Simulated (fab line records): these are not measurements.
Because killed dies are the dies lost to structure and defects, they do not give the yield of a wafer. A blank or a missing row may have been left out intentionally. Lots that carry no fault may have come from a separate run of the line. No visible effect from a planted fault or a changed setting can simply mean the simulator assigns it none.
A struck lot beside a sound one | flow sky130 | 15 steps out of a route of 708
Sound: wafers L100.1, L100.5, L100.6. Struck: wafer L111.4 (L111.1, L111.6, from the same lot, were not struck and are left out); the cause is given at the end.
Per side, at each step with rows, come the tool, then ch with its chambers, and then its first start. Under that, the readings that differ: sound wafers | struck wafers | difference of the means | sigmas: that difference in standard deviations of wafers without a fault.
alike: a reading whose means differ by less than 2 such deviations, as well as words and numbers matching on both sides. not compared: withheld readings; readings where some wafer has no value; bounds like >300 that might hide an equal value; numbers whose values overlap and for which the record gives no deviation.
A row with sigmas, a row that says differs or no value, or rows on one side alone: a step with any of these is where the two part. Numbers that have no deviation but don't overlap get no sigmas and don't part them. A reading missing from all wafers of one side parts the sides only when that side holds two or more wafers.

first, 5 steps without rows for these wafers: SKY_VIA4_COAT_06 (resist thk 1140 nm); SKY_VIA4_SOFTBAKE_07 (time 60 s); SKY_VIA4_EXPOSE_08 (exposes mask VIM4, target cd 800 nm); SKY_VIA4_PEB_09; SKY_VIA4_DEVELOP_10 (develop time 60 s).
SKY_VIA4_OVL_MEAS_11:
  struck on overlay-02, day 46 14:59; sound on overlay-02, day 43 08:05
  alike: VIA4_OVL
SKY_VIA4_ETCH_12: etches SiO2 in C4F8/O2/Ar, stops on TiN, target depth 580 nm.
  sound on rieDiel-04 ch 0,2,3, day 43 08:07; struck on rieDiel-01 ch 0, day 46 15:01
  alike: oesProductAu
SKY_VIA4_STRIP_13: strips in O2/N2.
  sound on plasmaAsher-03 ch 0,1, day 43 08:11; struck on plasmaAsher-02 ch 0, day 46 15:05
  alike: drypumpMotorCurrentA, oesProductAu, stripTimeToEndpointS
  not compared: rfHoursCounterH
then, 3 steps without rows for these wafers: SKY_VIA4_STRIP_14 (strips in post etch residue remover, time 1200 s); SKY_VIA4_CLEAN_15 (cleans in IPA, time 180 s); SKY_VIA4_CLEAN_16 (cleans in O3/DIW).
SKY_VIA4_SPUTTER_17: material TiN, target thk 20 nm, time 80 s.
  struck on pvdSputter-01, day 46 15:44; sound on pvdSputter-01, day 43 08:47
  alike: throttleValvePct
SKY_VIA4_CVD_18: deposits W, target thk 505 nm, time 152.14 s.
  sound on cvdW-01 ch 0,1, day 43 08:51; struck on cvdW-02 ch 1, day 46 15:47
reading                           | sound             | struck | difference | sigmas
chamberPressureTorr (Torr)        | 40.04 39.90 39.97 | 38.04  | -1.93      | -21
heaterPowerW (W)                  | 957 955 800       | 746    | -158       | -2
model.W_of_VIA4_CVD_18.thkNm (nm) | 505.3 503.6 506   | 492.2  | -12.8      | 
SKY_VIA4_RS_MEAS_19: measures by four-point-probe.
  struck on filmMetro-02, day 46 15:56; sound on filmMetro-01, day 43 09:00
reading            | sound                | struck | difference | sigmas
VIA4_W_RS (ohm/sq) | 0.2265 0.2270 0.2261 | 0.2323 | +0.0058    | +3
SKY_VIA4_THK_MEAS_20: measures by xrf.
  struck on filmMetro-02, day 46 16:04; sound on filmMetro-01, day 43 09:07
reading         | sound       | struck | difference | sigmas
VIA4_W_THK (nm) | 513 506 513 | 489    | -22        | -3

## WHERE THEY PART
At SKY_VIA4_CVD_18 first; at SKY_VIA4_THK_MEAS_20 last (within this record only).

WHY: whatever the simulator had introduced
cvdW-02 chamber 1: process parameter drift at SKY_VIA4_CVD_18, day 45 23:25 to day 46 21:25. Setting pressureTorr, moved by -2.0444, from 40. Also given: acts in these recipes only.
